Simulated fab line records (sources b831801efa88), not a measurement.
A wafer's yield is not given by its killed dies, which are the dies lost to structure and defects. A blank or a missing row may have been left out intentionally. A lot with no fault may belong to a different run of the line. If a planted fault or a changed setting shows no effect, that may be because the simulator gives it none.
A single fault, viewed from 2 desks + flow gf180mcu + what lay behind the numbers comes last; until then each desk has only its own

## FROM THE METROLOGY DESK
What the gauges read for every lot (on any tool): the sampled wafers with a number, averaged. A lot is out of limits, marked OUT, if its mean lies more than 4 standard deviations from the usual mean; the brackets give that distance.
Columns: A = M5_OVL at GF_M5_OVL_MEAS_08, usual -3 nm
| lot  | first seen here | A  |
|------|-----------------|----|
| L161 | day 26 20:27    | -2 |
| L158 | day 27 04:36    | 3  |
| L162 | day 27 06:48    | -3 |
| L163 | day 27 07:46    | -6 |
| L164 | day 27 14:16    | -4 |
| L167 | day 28 17:33    | -3 |
| L168 | day 28 20:42    | -3 |
| L175 | day 30 22:13    | -3 |
| L176 | day 31 09:24    | -4 |
| L177 | day 31 13:28    | -2 |
| L178 | day 31 22:06    | -7 |
| L180 | day 32 09:55    | -5 |
| L181 | day 32 12:16    | -9 |
Result from this desk: across the 13 lots, nothing is out of limits.

## FOR THE TOOL OWNER'S DESK: cmp-02
The tool's own readings at GF_V2_CMP_26 (polishes, stops on SiO2, t overpolish 15 s, target thk 0 nm): means of the sampled wafers that have a number, for each lot that ran on this tool. A lot is out of limits, marked OUT, if its mean lies more than 4 standard deviations from the usual mean; the brackets give that distance.
Columns: A = motor-current-A at GF_V2_CMP_26, usual 11.2 A; B = overpolish-run-s at GF_V2_CMP_26, usual 14.999 s; C = time-to-endpoint-s at GF_V2_CMP_26, usual 85 s
| lot  | first seen here | A    | B      | C  |
|------|-----------------|------|--------|----|
| L161 | day 21 00:26    | 11.0 | 14.999 | 85 |
| L158 | day 21 06:32    | 11.5 | 14.999 | 87 |
| L162 | day 21 09:29    | 11.7 | 14.991 | 81 |
| L163 | day 21 11:20    | 11.8 | 14.990 | 88 |
| L168 | day 23 02:01    | 13.1 | 15.011 | 82 |
| L178 | day 26 16:12    | 11.6 | 15.000 | 85 |
| L181 | day 27 13:20    | 11.4 | 15.005 | 82 |
Result from this desk: across the 7 lots, nothing is out of limits.

## TAKEN TOGETHER
From the metrology desk's view, nothing was out of limits.
Nothing out of limits was seen by the tool owner's desk.

## WHAT HAD BEEN PUT IN BY THE SIMULATOR
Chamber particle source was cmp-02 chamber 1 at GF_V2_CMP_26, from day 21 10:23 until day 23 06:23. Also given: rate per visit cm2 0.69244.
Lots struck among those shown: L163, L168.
